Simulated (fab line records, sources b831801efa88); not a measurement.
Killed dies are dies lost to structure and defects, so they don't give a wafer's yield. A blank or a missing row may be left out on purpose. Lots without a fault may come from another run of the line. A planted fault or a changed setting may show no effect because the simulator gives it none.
Chamber matching | flow sky130 | SKY_VIA2_ETCH_14 on rie_diel-02: 4 sister chambers
The step etches BARC in N2/H2, stops on SiO2, time 45.9 s, target depth 60 nm. 8 wafers are shown with their chamber, then 8 later ones without.

WAFERS WITH THEIR CHAMBER
wafer  | chamber | rf_fwd_power_W (W) | n2_flow_sccm (sccm)
L079.3 | 1       | 495.1              | 100.05
L079.6 | 1       | 496.1              | 100.39
L080.4 | 2       | 490.6              | 99.81
L080.5 | 3       | 494.1              | 99.70
L080.6 | 2       | 493.5              | 100.03
L083.2 | 3       | 493.0              | 100.24
L083.5 | 0       | 493.6              | 99.79
L085.3 | 0       | 495.1              | 99.85

WAFERS WITHOUT THEIR CHAMBER
wafer  | rf_fwd_power_W (W) | n2_flow_sccm (sccm)
L085.4 | 493.0              | 99.95
L085.6 | 494.4              | 99.64
L086.3 | 497.4              | 99.88
L086.5 | 496.7              | 99.59
L086.6 | 495.9              | 99.93
L096.1 | 492.6              | 99.61
L096.5 | 496.4              | 99.67
L096.6 | 492.8              | 100.12

WHICH CHAMBER EACH WENT THROUGH
wafer  | from the rows above               | in truth
L085.4 | can't be placed: 3 or 2 or 0 or 1 | 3
L085.6 | can't be placed: 0 or 3 or 2 or 1 | 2
L086.3 | can't be placed: 1 or 0 or 3      | 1
L086.5 | can't be placed: 0 or 1 or 3 or 2 | 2
L086.6 | can't be placed: 1 or 0 or 3 or 2 | 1
L096.1 | can't be placed: 2 or 0 or 3      | 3
L096.5 | can't be placed: 0 or 1 or 3 or 2 | 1
L096.6 | can't be placed: 3 or 2 or 0 or 1 | 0
Placed correctly: 0 of 8. Can't be placed from these rows: 8 (the true chamber is among the candidates in 8). Placed wrongly: 0.
How it was worked out, from the rows above alone: a wafer's distance from a chamber is the root of the sum, over the readings, of the square of ((its reading less the chamber's mean) divided by the reading's scatter). The wafer belongs to the nearest chamber; if the next one is less than 2 further off, it can't be placed. A chamber's mean is the mean of its shown wafers. The scatter: the root of (the sum of the squares of (reading less its chamber's mean) over the shown wafers, divided by (wafers less chambers)).
